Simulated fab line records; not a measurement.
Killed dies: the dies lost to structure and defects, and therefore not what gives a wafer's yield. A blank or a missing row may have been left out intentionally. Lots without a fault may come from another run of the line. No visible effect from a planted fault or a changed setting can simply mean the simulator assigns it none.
fab line records	flow sky130
record: lots: 12	wafers: 36	last_day: 50
route steps=708 shown VIA1@473 VIA3@588 METAL4@599 VIA4@641 PAD_OPEN@708
lots that met no fault: from a run of the same line without faults
start_h: the number of hours between the record's first day and the start of the first shown wafer of the lot	wait_h: hours since the lot's step before	" repeats the value in the row above	L1.1+2: a single row standing in for several wafers	- either no value or no given start	* or withheld: withheld	< > ~ a bound
route shown NAME@n: names a module that has steps shown in the file, with the first one's number in the route	usual: mean and standard deviation over wafers with no fault	same: alike in all rows	chamber/n: place in a boat	sites: each site's reading	_std_site: the standard deviation of these	_edge_site: outer sites' mean less inner sites'	radius_mm: how far each site lies from the wafer's centre	mask NAME#n: copy n	behind: the most recent tool/chamber to have shaped the wafer	hold: why the lot went on hold/how many hours it stayed there/how the hold came to an end	device: the n, p or np transistor that did not switch	end of line: the tests these same wafers got at the end of their route	step lacking rows: just its recipe	killed: at the first sort, the dies lost to defects and structure; wafer yield is something else	map: per-die view of a wafer (x killed, . not killed, _ where there is no die)
set.NAME: setting as actually run; set.NAME@STEP: the setting as run at that earlier step	model.NAME: the simulator's own value behind a step, which no gauge read
the route's steps for a sample of lots (tables are steps, rows are wafers)
services: a tool's chamber out of use, with start hour (start_h, from the record's first day; less than 0 if before it), hours out, and reason
== steps ==
step: SKY_VIA1_ETCH_15
recipe: target: SiO2	chemistry: C4F8/O2/Ar	target_depth_nm: 351	stop_on: TiN	mask_material: KrF-thick	source_w: 1500	bias_w: 1200	pressure_mtorr: 40	c4f8_flow_sccm: withheld	O2_flow_sccm: 6	Ar_flow_sccm: 300	time_s: 54
usual: oes_product_au: 0.981/0.0056
lot.wafer	tool	chamber	start_h	wait_h	oes_product_au	rf_hours_counter_h
L934.3	rie_diel-02	2	776.33	0.0	0.977	18
L934.5	"	2	"	"	0.980	-
L934.6	"	0	"	"	0.976	-
L936.3	rie_diel-01	0	794.16	0.0	0.974	9
L936.4	"	3	"	"	0.990	-
L936.6	"	0	"	"	0.981	-
L937.1	rie_diel-04	2	805.17	0.0	0.985	12
L937.2	"	1	"	"	0.991	5
L937.4	"	0	"	"	0.974	15
L940.2	rie_diel-01	3	835.31	0.0	0.980	14
L940.3	"	1	"	"	0.989	3
L940.6	"	3	"	"	0.979	-
L941.1	rie_diel-04	1	842.36	0.0	0.977	6
L941.2	"	2	"	"	0.984	13
L941.6	"	3	"	"	0.973	-
L943.1	rie_diel-01	0	872.37	0.0	0.978	11
L943.4	"	3	"	"	0.989	15
L943.6	"	1	"	"	0.984	-
L944.1	rie_diel-04	0	877.42	0.0	0.981	18
L944.2	"	3	"	"	0.974	16
L944.3	"	2	"	"	0.974	15
L946.2	rie_diel-04	2	884.56	0.0	0.981	15
L946.3	"	1	"	"	0.988	8
L946.4	"	0	"	"	0.976	18
L949.2	rie_diel-01	1	900.51	0.0	0.987	5
L949.4	"	3	"	"	0.981	16
L949.5	"	0	"	"	0.979	-
L952.2	rie_diel-04	0	920.71	0.0	0.973	19
L952.3	"	1	"	"	0.981	9
L952.6	"	1	"	"	0.968	-
L954.2	rie_diel-04	2	939.72	0.0	0.975	17
L954.3	"	0	"	"	0.976	20
L954.5	"	2	"	"	0.979	-
L957.2	rie_diel-04	2	954.19	0.0	0.979	17
L957.3	"	0	"	"	0.977	20
L957.4	"	3	"	"	0.977	-
step: SKY_VIA3_ETCH_15
recipe: target: SiO2	chemistry: C4F8/O2/Ar	target_depth_nm: 507	stop_on: TiN	mask_material: KrF-thick	source_w: 1500	bias_w: 1200	pressure_mtorr: 40	c4f8_flow_sccm: withheld	O2_flow_sccm: 6	Ar_flow_sccm: 300	time_s: 78
usual: oes_product_au: 0.945/0.0045
lot.wafer	tool	chamber	start_h	wait_h	oes_product_au	rf_hours_counter_h
L934.3	rie_diel-02	3	916.82	0.0	0.936	24
L934.5	"	0	"	"	0.943	-
L934.6	"	1	"	"	0.954	-
L936.3	rie_diel-03	3	933.38	0.0	0.948	11
L936.4	"	3	"	"	0.941	-
L936.6	"	2	"	"	0.938	-
L937.1	rie_diel-04	1	942.48	0.0	0.944	9
L937.2	"	3	"	"	0.943	18
L937.4	"	0	"	"	0.951	-
L940.2	rie_diel-04	0	970.51	0.0	0.946	21
L940.3	"	2	"	"	0.949	17
L940.6	"	1	"	"	0.944	-
L941.1	rie_diel-02	2	975.51	0.0	0.950	24
L941.2	"	1	"	"	0.940	15
L941.6	"	1	"	"	0.944	-
L943.1	rie_diel-02	2	1003.81	0.0	0.950	24
L943.4	"	2	"	"	0.941	-
L943.6	"	1	"	"	0.947	-
L944.1	rie_diel-04	2	1006.13	0.0	0.945	19
L944.2	"	1	"	"	0.946	12
L944.3	"	0	"	"	0.941	22
L946.2	rie_diel-03	0	1013.31	0.0	0.947	15
L946.3	"	1	"	"	0.950	8
L946.4	"	2	"	"	0.941	19
L949.2	rie_diel-03	3	1027.02	0.0	0.944	14
L949.4	"	2	"	"	0.945	20
L949.5	"	2	"	"	0.944	-
L952.2	rie_diel-02	1	1046.27	0.0	0.938	17
L952.3	"	0	"	"	0.944	6
L952.6	"	3	"	"	0.941	-
L954.2	rie_diel-03	1	1058.63	0.0	0.944	10
L954.3	"	0	"	"	0.949	17
L954.5	"	1	"	"	0.944	-
L957.2	rie_diel-03	0	1075.57	0.0	0.933	18
L957.3	"	1	"	"	0.945	10
L957.4	"	2	"	"	0.956	21
step: SKY_METAL4_SPUTTER_01
recipe: material: TiN	target_thk_nm: 20	power_w: 6500	time_s: 16.7	chamber_pressure_pa: 0.4
usual: cathode_dc_power_W: 6500.0/1.3	throttle_valve_pct: 30.2/1.1
lot.wafer	tool	chamber	start_h	wait_h	cathode_dc_power_W	throttle_valve_pct
L934.3	pvd_sputter-03	-	918.19	0.0	6500.1	31.2
L934.5	"	-	"	"	6499.7	31.5
L934.6	"	-	"	"	6499.7	31.2
L936.3	pvd_sputter-03	-	934.76	0.0	6502.0	29.8
L936.4	"	-	"	"	6500.1	31.3
L936.6	"	-	"	"	6499.6	31.3
L937.1	pvd_sputter-04	-	943.83	0.0	6501.4	27.4
L937.2	"	-	"	"	6497.6	29.8
L937.4	"	-	"	"	6501.1	30.9
L940.2	pvd_sputter-04	-	972.01	0.0	6498.8	27.1
L940.3	"	-	"	"	6500.1	31.2
L940.6	"	-	"	"	6499.6	27.2
L941.1	pvd_sputter-03	-	976.86	0.0	6500.0	31.5
L941.2	"	-	"	"	6501.5	31.1
L941.6	"	-	"	"	6501.4	30.9
L943.1	pvd_sputter-04	-	1005.15	0.0	6499.1	30.6
L943.4	"	-	"	"	6498.9	29.6
L943.6	"	-	"	"	6499.9	30.6
L944.1	pvd_sputter-04	-	1007.47	0.0	6501.5	27.4
L944.2	"	-	"	"	6499.2	30.6
L944.3	"	-	"	"	6499.0	31.2
L946.2	pvd_sputter-03	-	1014.67	0.0	6499.5	29.7
L946.3	"	-	"	"	6498.3	30.1
L946.4	"	-	"	"	6499.6	31.4
L949.2	pvd_sputter-03	-	1029.02	0.0	6498.3	29.9
L949.4	"	-	"	"	6498.5	30.1
L949.5	"	-	"	"	6500.4	29.6
L952.2	pvd_sputter-02	-	1047.70	0.0	6500.9	29.5
L952.3	"	-	"	"	6499.6	30.1
L952.6	"	-	"	"	6499.1	31.2
L954.2	pvd_sputter-02	-	1060.13	0.0	6497.8	30.0
L954.3	"	-	"	"	6500.7	31.0
L954.5	"	-	"	"	6501.7	31.2
L957.2	pvd_sputter-04	-	1077.23	0.0	6501.4	31.4
L957.3	"	-	"	"	6501.0	30.8
L957.4	"	-	"	"	6498.9	29.3
step: SKY_VIA4_CMP_02
recipe: material: SiO2	down_force_psi: 4	platen_rpm: 60	pad_velocity_m_s: 0.94248
usual: head_pressure_psi: 4.000/0.0094	motor_current_A: 12.3/1.3	platen_rpm: 59.99/0.044
lot.wafer	tool	chamber	start_h	wait_h	head_pressure_psi	motor_current_A	platen_rpm
L934.3	cmp-01	0	968.47	0.2	4.011	14.0	60.01
L934.6	"	1	"	"	3.992	12.8	59.98
L934.5	"	2	"	"	3.994	11.6	60.01
L936.3	cmp-02	1	983.99	0.0	4.001	13.7	60.04
L936.4	"	0	"	"	3.975	11.9	60.02
L936.6	"	2	"	"	3.998	13.2	60.01
L937.4	cmp-02	2	994.34	0.1	3.981	13.3	60.02
L937.1	"	3	"	"	4.009	11.2	60.00
L937.2	"	0	"	"	3.998	11.4	59.96
L940.2	cmp-01	1	1020.90	0.3	4.002	13.3	59.95
L940.3	"	2	"	"	4.004	10.8	60.02
L940.6	"	1	"	"	4.012	13.6	59.97
L941.2	cmp-01	3	1026.05	0.7	4.000	10.9	60.00
L941.1	"	2	"	"	3.992	11.6	60.04
L941.6	"	0	"	"	3.987	14.6	59.98
L943.1	cmp-01	2	1055.21	0.3	4.008	11.2	60.01
L943.4	"	3	"	"	4.006	11.0	60.02
L943.6	"	0	"	"	4.003	14.3	59.99
L944.2	cmp-02	1	1056.13	0.1	4.014	14.5	60.06
L944.3	"	2	"	"	3.999	13.1	59.94
L944.1	"	0	"	"	3.995	10.9	60.00
L946.4	cmp-01	1	1059.51	0.1	3.991	13.0	59.97
L946.2	"	2	"	"	4.006	10.4	60.00
L946.3	"	3	"	"	3.987	10.7	59.99
L949.2	cmp-01	2	1073.16	0.0	3.996	11.1	59.98
L949.4	"	0	"	"	4.007	14.3	60.03
L949.5	"	2	"	"	3.997	10.8	60.03
L952.2	cmp-01	0	1089.69	0.1	4.023	14.1	60.02
L952.3	"	1	"	"	4.008	12.2	59.95
L952.6	"	2	"	"	3.999	11.1	60.01
L954.2	cmp-01	3	1103.08	0.1	4.012	10.8	60.06
L954.3	"	1	"	"	3.994	13.6	59.98
L954.5	"	2	"	"	3.992	11.2	59.93
L957.3	cmp-02	0	1119.37	0.1	4.007	11.6	60.02
L957.2	"	1	"	"	3.991	14.5	60.05
L957.4	"	2	"	"	4.013	13.4	59.99
step: SKY_PAD_OPEN_PROBE_99
usual: defect_limited_yield: 82.5/1.9	killed_at_M0_to_M3: 44/6.6	killed_at_M4_up: 3.0/2	killed_at_contacts: 24/5.1	killed_at_front_end: 15/4.1	killed_at_other: 0.4/0.62	killed_dies: 86/9.3	killed_on_rim: 17/3.7	killed_open: 46/6.8	killed_short: 40/5.8	sort_bin_3_pad_short: 0.8/0.4	sort_bin_5_function: 10.3/1.4	sort_bin_6_memory: 6.4/1	sort_n_pass: 406/9.3	sort_yield_pct: 82.5/1.9
same: gross_dies: 492	killed_at_back_side: 0	sort_bin_4_leakage[%]: 0	sort_bin_8_speed[%]: 0
lot.wafer	tool	chamber	start_h	wait_h	defect_limited_yield[%]	killed_at_M0_to_M3	killed_at_M4_up	killed_at_contacts	killed_at_front_end	killed_at_other	killed_dies	killed_on_rim	killed_open	killed_short	sort_bin_3_pad_short[%]	sort_bin_5_function[%]	sort_bin_6_memory[%]	sort_n_pass	sort_yield_pct[%]
L943.1	prober-02	-	1139.28	0.1	84.3	44	4	18	10	1	77	14	44	33	0.2	9.1	6.3	415	84.3
L943.4	prober-02	-	1139.43	0.2	84.8	35	3	23	14	0	75	19	36	39	1.2	8.5	5.5	417	84.8
L943.6	prober-02	-	1139.53	0.2	84.8	40	3	25	7	0	75	16	32	43	0.6	10.4	4.3	417	84.8
L946.4	prober-01	-	1145.06	0.2	81.7	54	3	20	12	1	90	18	41	49	1.4	9.3	7.5	402	81.7
L949.2	prober-02	-	1154.69	0.1	82.3	42	5	27	13	0	87	13	48	39	1.0	10.2	6.5	405	82.3
L949.4	prober-02	-	1154.79	0.2	71.5	84	10	28	18	0	140	21	49	46	1.0	19.5	7.9	352	71.5
L949.5	prober-02	-	1154.84	0.2	85.4	32	4	23	13	0	72	12	32	40	0.2	8.7	5.7	420	85.4
killed by level:class
L943.1 CONTACT:geometric_particle:open=10 VIA2:geometric_particle:open=9 METAL2:geometric_particle:short=7 VIA1:geometric_particle:open=6 POLY_GATE:geometric_particle:short=4 VIA1:geometric_particle:short=4 CONTACT:geometric_particle:short=4 METAL1:geometric_particle:short=4
L943.4 METAL2:geometric_particle:short=9 LI_CONTACT:geometric_particle:open=8 FIELD_ISO:geometric_particle:short=7 CONTACT:geometric_particle:open=6 METAL1:geometric_particle:short=6 VIA1:geometric_particle:open=5 METAL3:geometric_particle:short=4 FIELD_ISO:geometric_particle:open=3
L943.6 VIA1:geometric_particle:open=9 VIA1:geometric_particle:short=8 METAL2:geometric_particle:short=7 CONTACT:geometric_particle:short=7 CONTACT:geometric_particle:open=7 LI_CONTACT:geometric_particle:open=5 METAL3:geometric_particle:short=4 VIA2:geometric_particle:open=4
L946.4 METAL2:geometric_particle:short=8 VIA1:geometric_particle:open=8 METAL1:geometric_particle:short=7 CONTACT:geometric_particle:open=6 VIA3:geometric_particle:open=6 LI_CONTACT:geometric_particle:short=5 LI_CONTACT:geometric_particle:open=5 VIA2:geometric_particle:open=5
L949.2 VIA1:geometric_particle:open=18 CONTACT:geometric_particle:open=9 LOCAL_INTERCONNECT:geometric_particle:short=6 VIA3:geometric_particle:open=6 VIA1:geometric_particle:short=5 FIELD_ISO:geometric_particle:open=4 LI_CONTACT:geometric_particle:open=4 CONTACT:geometric_particle:short=4
L949.4 VIA1:unspecified=45 CONTACT:geometric_particle:open=10 METAL4:geometric_particle:short=8 VIA1:geometric_particle:open=7 VIA2:geometric_particle:open=7 LI_CONTACT:geometric_particle:open=6 CONTACT:geometric_particle:short=6 VIA3:geometric_particle:open=6
L949.5 CONTACT:geometric_particle:open=8 LI_CONTACT:geometric_particle:open=6 VIA1:geometric_particle:short=6 VIA1:geometric_particle:open=6 FIELD_ISO:geometric_particle:short=5 METAL2:geometric_particle:short=4 METAL4:geometric_particle:short=4 POLY_GATE:geometric_particle:open=3
== services ==
tool	chamber	start_h	hours	kind
rie_diel-02	-	776.54	2.8	pm
cmp-01	-	781.42	4.2	pm
rie_diel-03	3	784.35	4.3	repair
rie_diel-02	0	819.26	1.8	repair
rie_diel-03	3	822.77	11.0	repair
cmp-01	-	828.92	1.5	repair
rie_diel-03	0	836.64	2.2	repair
pvd_sputter-04	-	843.98	14.7	repair
rie_diel-02	-	864.44	0.2	repair
rie_diel-02	2	902.52	7.1	repair
pvd_sputter-04	-	903.38	32.2	repair
cmp-01	-	912.00	4.0	pm
rie_diel-04	2	918.74	9.9	repair
rie_diel-03	0	919.19	15.4	repair
rie_diel-04	2	942.19	4.8	repair
rie_diel-04	1	952.67	2.9	repair
rie_diel-02	0	962.38	44.1	repair
rie_diel-04	3	964.81	17.0	repair
cmp-01	-	972.04	1.9	repair
cmp-01	-	1026.65	5.8	pm
rie_diel-04	0	1059.76	11.4	repair
cmp-01	-	1115.33	0.5	repair
rie_diel-04	3	1115.56	5.0	repair
rie_diel-04	1	1117.51	5.2	repair
== key ==
first_sign: step: SKY_PAD_OPEN_PROBE_99	reading: sort_bin_5_function	direction: up	sigmas: 6.5	usual: 10.3	struck: 19.5
effect: step: SKY_PAD_OPEN_PROBE_99	reading: killed_at_M0_to_M3	direction: up	sigmas: 6.1	usual: 44	struck: 84
met_at SKY_VIA1_ETCH_15
struck_lots L949
struck_wafers L949.4
not_acting_at SKY_VIA3_ETCH_15,SKY_METAL4_SPUTTER_01,SKY_VIA4_CMP_02
onset_between 872.37 900.51
fault: kind: chamber_particle_source	tool: rie_diel-01	chamber: 3	onset_h: 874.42	steps: SKY_VIA1_ETCH_15	rate_per_visit_cm2: 0.50954	end_h: 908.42
